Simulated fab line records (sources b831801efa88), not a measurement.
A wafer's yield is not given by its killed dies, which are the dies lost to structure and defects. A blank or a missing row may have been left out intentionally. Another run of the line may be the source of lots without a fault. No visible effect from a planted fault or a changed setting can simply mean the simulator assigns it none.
2 desks looking at one fault    flow sky130    only its own numbers are on each desk; what lay behind them is given at the end

== AT THE TOOL OWNER'S DESK: litho-track-03 ==
The tool's own readings at SKY_VT_ADJUST_HVTP_COAT_02 (resist thk 1140 nm): means of the sampled wafers that have a number, for each lot that ran on this tool. Any lot whose mean is over 4 standard deviations away from the usual mean is out of limits and marked OUT; that distance is given in the brackets.
Columns: A = spin-speed-rpm at SKY_VT_ADJUST_HVTP_COAT_02, usual 2999.8 rpm
lot   first seen here  A
L283  day 6 09:06      2999.5
L285  day 6 23:36      2950.2 (-26) OUT
L287  day 7 12:54      2952.2 (-25) OUT
L297  day 10 09:24     2999.4
L298  day 10 16:42     3000.5
L299  day 10 20:30     3000.7
L302  day 11 15:49     3001.2
Finding of this desk: L285, L287 out of limits; the first was L285 at day 6 23:36, on spin-speed-rpm at SKY_VT_ADJUST_HVTP_COAT_02. L283, L297, L298, L299, L302: within limits.

== AT THE METROLOGY DESK ==
Lot by lot, what the gauges showed, no matter which tool ran the lot: averages of those sampled wafers that carry a number. Any lot whose mean is over 4 standard deviations away from the usual mean is out of limits and marked OUT; that distance is given in the brackets.
Columns: A = LOCAL_INTERCONNECT_OVL at SKY_LOCAL_INTERCONNECT_OVL_MEAS_12, usual 1 nm
lot   first seen here  A
L280  day 30 04:08     5
L282  day 30 21:33     -4
L283  day 31 11:07     -2
L285  day 32 03:12     -6
L287  day 32 18:58     -2
L288  day 33 01:11     2
L296  day 36 00:55     4
L297  day 36 13:34     0
L298  day 36 15:15     5
L299  day 36 19:58     2
L300  day 36 23:55     -4
L303  day 37 15:02     1
L302  day 37 17:20     -9
This desk's verdict: no lot among the 13 shows anything out of limits.

== ALL TOGETHER ==
At day 6 23:36, on L285, L287, the tool owner's desk was in a position to raise an alarm.
Metrology desk: nothing out of limits seen.
The metrology desk holds a record of L285, L287, inside its limits.
SKY_VT_ADJUST_HVTP_COAT_02 was run on litho-track-03 by each of the lots named.

== WHAT HAD BEEN PUT IN BY THE SIMULATOR ==
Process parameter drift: litho-track-03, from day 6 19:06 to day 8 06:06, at SKY_VT_ADJUST_HVTP_COAT_02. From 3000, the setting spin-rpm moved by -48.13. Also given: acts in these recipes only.
Shown lots that were struck: L285, L287.
Hours from the fault's start to each desk's first reading out of limits: the tool owner's desk, 4.
